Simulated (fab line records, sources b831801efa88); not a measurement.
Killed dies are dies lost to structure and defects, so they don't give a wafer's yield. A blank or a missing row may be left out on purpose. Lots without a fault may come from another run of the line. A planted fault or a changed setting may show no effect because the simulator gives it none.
Which tool did it? | flow gf180mcu | 13 lots, 39 wafers sampled, at 4 steps of a route of 602

WHAT THE GAUGES READ, wafer by wafer
GF_VT_IMPLANT_RS_MEAS_46: measures by four-point-probe.
lot  | measured     | on            | MVSD_RS (ohm/sq)
L705 | day 7 19:16  | film_metro-01 | 457.6 458.1 458.2
L706 | day 8 01:07  | film_metro-01 | 458.5 458.5 459.3
L707 | day 8 11:39  | film_metro-01 | 458.5 458.2 459.9
L708 | day 8 19:04  | film_metro-03 | 456.6 456.5 458.1
L709 | day 9 05:13  | film_metro-03 | 457.3 457.6 457.4
L716 | day 11 03:45 | film_metro-03 | 456.5 457.0 456.5
L717 | day 11 07:59 | film_metro-02 | 451.1 450.1 450.2
L718 | day 11 19:13 | film_metro-03 | 447.8 447.5 448.0
L719 | day 12 01:52 | film_metro-01 | 452.4 451.5 450.5
L720 | day 12 07:26 | film_metro-03 | 458.5 459.3 457.2
L722 | day 13 00:28 | film_metro-02 | 457.1 455.9 456.5
L723 | day 13 08:20 | film_metro-03 | 455.1 456.2 457.2
L727 | day 14 11:14 | film_metro-02 | 458.4 457.4 456.8

GF_PSD_RS_MEAS_15: measures by four-point-probe.
lot  | measured     | on            | PSD_RS (ohm/sq)
L705 | day 14 21:06 | film_metro-04 | 109.08 109.04 108.93
L706 | day 15 02:07 | film_metro-02 | 108.87 108.93 108.55
L707 | day 15 20:56 | film_metro-02 | 108.43 108.74 108.86
L708 | day 16 04:53 | film_metro-01 | 108.76 108.92 109.20
L709 | day 16 15:53 | film_metro-02 | 108.81 108.50 108.76
L716 | day 19 01:25 | film_metro-02 | 108.25 108.25 108.52
L717 | day 19 08:46 | film_metro-02 | 108.57 108.35 108.46
L718 | day 19 18:33 | film_metro-02 | 109.01 108.62 108.64
L719 | day 20 01:49 | film_metro-01 | 108.47 108.29 108.32
L720 | day 20 08:44 | film_metro-02 | 108.69 108.61 108.81
L722 | day 21 04:46 | film_metro-04 | 108.37 108.60 108.69
L723 | day 21 12:09 | film_metro-04 | 108.69 108.67 108.49
L727 | day 23 00:02 | film_metro-01 | 108.26 108.33 108.56

WHICH TOOL RAN EACH LOT (tool, then ch and the chambers of the sampled wafers, then the start)
lot  | GF_MVSD_IMPLANT_09              | GF_POLY_GATE_STRIP_14
L705 | implanter-04 ch 0, day 4 15:13  | plasma_asher-03 ch 0,1, day 9 12:33
L706 | implanter-03 ch 0, day 4 20:37  | plasma_asher-03 ch 0,1, day 9 18:59
L707 | implanter-04 ch 0, day 5 04:09  | plasma_asher-04 ch 0,1, day 10 09:53
L708 | implanter-04 ch 0, day 5 09:50  | plasma_asher-03 ch 0,1, day 10 14:52
L709 | implanter-02 ch 0, day 5 18:40  | plasma_asher-04 ch 0,1, day 11 00:56
L716 | implanter-04 ch 0, day 7 07:10  | plasma_asher-03 ch 0,1, day 13 03:40
L717 | implanter-03 ch 0, day 7 10:57  | plasma_asher-04 ch 0,1, day 13 09:05
L718 | implanter-03 ch 0, day 7 20:29  | plasma_asher-02 ch 0, day 13 18:16
L719 | implanter-03 ch 0, day 8 03:06  | plasma_asher-03 ch 0,1, day 14 00:01
L720 | implanter-04 ch 0, day 8 07:48  | plasma_asher-03 ch 0,1, day 14 05:53
L722 | implanter-02 ch 0, day 8 22:28  | plasma_asher-04 ch 1, day 15 00:35
L723 | implanter-02 ch 0, day 9 05:31  | plasma_asher-02 ch 0,1, day 15 07:38
L727 | implanter-02 ch 0, day 10 05:14 | plasma_asher-03 ch 0,1, day 16 15:14
- GF_MVSD_IMPLANT_09
- GF_POLY_GATE_STRIP_14: strips in O2/N2.

WHAT THE TOOLS THEMSELVES READ (means of the sampled wafers that have a number; where no wafer has one, the mark that the record gives instead)
GF_MVSD_IMPLANT_09.
lot  | tool         | dose_ions_cm2 | faraday_current_uA
L705 | implanter-04 | 5e+12         | 28.4
L706 | implanter-03 | 5e+12         | 28.3
L707 | implanter-04 | 5e+12         | 28.1
L708 | implanter-04 | 5e+12         | 28.4
L709 | implanter-02 | 5e+12         | 28.7
L716 | implanter-04 | 5e+12         | 27.9
L717 | implanter-03 | 5e+12         | 30.7
L718 | implanter-03 | 5e+12         | 30.5
L719 | implanter-03 | 5e+12         | 30.8
L720 | implanter-04 | 5e+12         | 28.0
L722 | implanter-02 | 5e+12         | 28.2
L723 | implanter-02 | 5e+12         | 28.2
L727 | implanter-02 | 5e+12         | 27.6

GF_POLY_GATE_STRIP_14.
lot  | tool            | drypump_motor_current_A (A) | heater_power_w (W) | oes_product_au (a.u.)
L705 | plasma_asher-03 | 6.0                         | 286                | 0.506
L706 | plasma_asher-03 | 6.0                         | 287                | 0.508
L707 | plasma_asher-04 | 5.2                         | 359                | 0.512
L708 | plasma_asher-03 | 6.0                         | 285                | 0.508
L709 | plasma_asher-04 | 5.2                         | 355                | 0.507
L716 | plasma_asher-03 | 6.3                         | 278                | 0.505
L717 | plasma_asher-04 | 5.6                         | 331                | 0.503
L718 | plasma_asher-02 | 5.7                         | 430                | 0.505
L719 | plasma_asher-03 | 6.3                         | 283                | 0.507
L720 | plasma_asher-03 | 6.1                         | 285                | 0.501
L722 | plasma_asher-04 | 6.0                         | 301                | 0.506
L723 | plasma_asher-02 | 5.9                         | 386                | 0.499
L727 | plasma_asher-03 | 6.3                         | 279                | 0.504

THE ANSWER, worked out from the rows above alone
Rule: what is usual is taken from the lots themselves. Put in order of their means at a reading, lots are off if they are a third of the lots or fewer, leave a main group of 4 or more, and stand apart from it by a gap of 3 or more times the standard deviation of the main group's means; of several such gaps the widest counts. A main group whose means are all the same, to the digits that the tables above print for the reading, isn't used. A lot without any number at a reading at which 4 lots or more have one is off too. The other lots that the step has rows for count as sound. The gauges are gone through in route order, then the tools' own readings, and for those a lot's mean is taken as printed above. The first step at which some lot is off is used, and at that step the reading that is off furthest; a lot without a number counts as furthest.
Off: L717, L718, L719, at GF_VT_IMPLANT_RS_MEAS_46 (MVSD_RS). The main group: mean 457.5 ohm/sq, standard deviation 0.9.
A tool fits if, at a process step before that reading, it ran every lot that is off, and no sound lot after the first of them. The gauges at GF_VT_IMPLANT_RS_MEAS_46 aren't tried: what is off there is off at GF_MVSD_IMPLANT_09 too, on other tools, and a gauge's error can't cause that. One fits: implanter-03 at GF_MVSD_IMPLANT_09. Its last sound lot is L706 (day 4 20:37), its first lot that is off L717 (day 7 10:57): a fault that began between those two fits.
The tool's own readings at GF_MVSD_IMPLANT_09 bear it out: on the lots that are off they differ by more than 5 times the standard deviation of the sound lots' means. faraday_current_uA reads 30.7 there against 28.2 on the sound lots.

WHAT THE SIMULATOR HAD PUT IN
Process parameter drift: implanter-03, from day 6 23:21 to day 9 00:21, at GF_MVSD_IMPLANT_09. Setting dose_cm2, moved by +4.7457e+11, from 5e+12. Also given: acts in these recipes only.
Lots struck among those shown: L717, L718, L719. The rule above found the same.
